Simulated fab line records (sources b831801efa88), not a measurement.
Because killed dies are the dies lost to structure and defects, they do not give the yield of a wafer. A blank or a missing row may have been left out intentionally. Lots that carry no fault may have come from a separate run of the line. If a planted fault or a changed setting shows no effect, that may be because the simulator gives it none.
Matching of chambers	flow gf180mcu	4 sister chambers for GF_V4_CMP_26 on cmp-01
The step polishes, stops on SiO2, t overpolish 15 s, target thk 0 nm. 8 wafers are shown with their chamber, then 8 later ones without.

## WAFERS, EACH WITH ITS CHAMBER
wafer	chamber	motor_current_A (A)	time_to_endpoint_s (s)
L258.6	2	9.9	80
L259.3	3	10.1	78
L259.5	1	11.8	80
L259.6	0	9.7	83
L261.1	1	11.6	83
L261.3	3	10.7	79
L261.4	2	10.4	79
L265.1	0	9.5	92

## WAFERS WHOSE CHAMBER IS MISSING
wafer	motor_current_A (A)	time_to_endpoint_s (s)
L265.2	10.6	84
L265.4	12.1	86
L266.2	10.3	84
L266.3	10.1	91
L266.5	10.1	85
L275.1	10.4	84
L275.5	10.6	80
L275.6	12.1	83

## WHICH CHAMBER EACH ONE RAN IN
wafer	from the rows above	in truth
L265.2	can't be placed: 3 or 2 or 0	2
L265.4	1	1
L266.2	can't be placed: 2 or 3 or 0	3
L266.3	can't be placed: 0 or 2 or 3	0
L266.5	can't be placed: 2 or 0 or 3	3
L275.1	can't be placed: 2 or 3 or 0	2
L275.5	can't be placed: 3 or 2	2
L275.6	1	1
2 of 8 placed correctly. Can't be placed from these rows: 6 (the true chamber is among the candidates in 6). Wrongly placed: 0.
How it was worked out, from the rows above alone: a wafer's distance from a chamber is the root of the sum, over the readings, of the square of ((its reading less the chamber's mean) divided by the reading's scatter). If the next closest chamber is less than 2 further off than the closest, the wafer can't be placed; otherwise it belongs to the closest. Each chamber's mean is taken over the wafers shown for it. The scatter: the root of (the sum of the squares of (reading less its chamber's mean) over the shown wafers, divided by (wafers less chambers)).
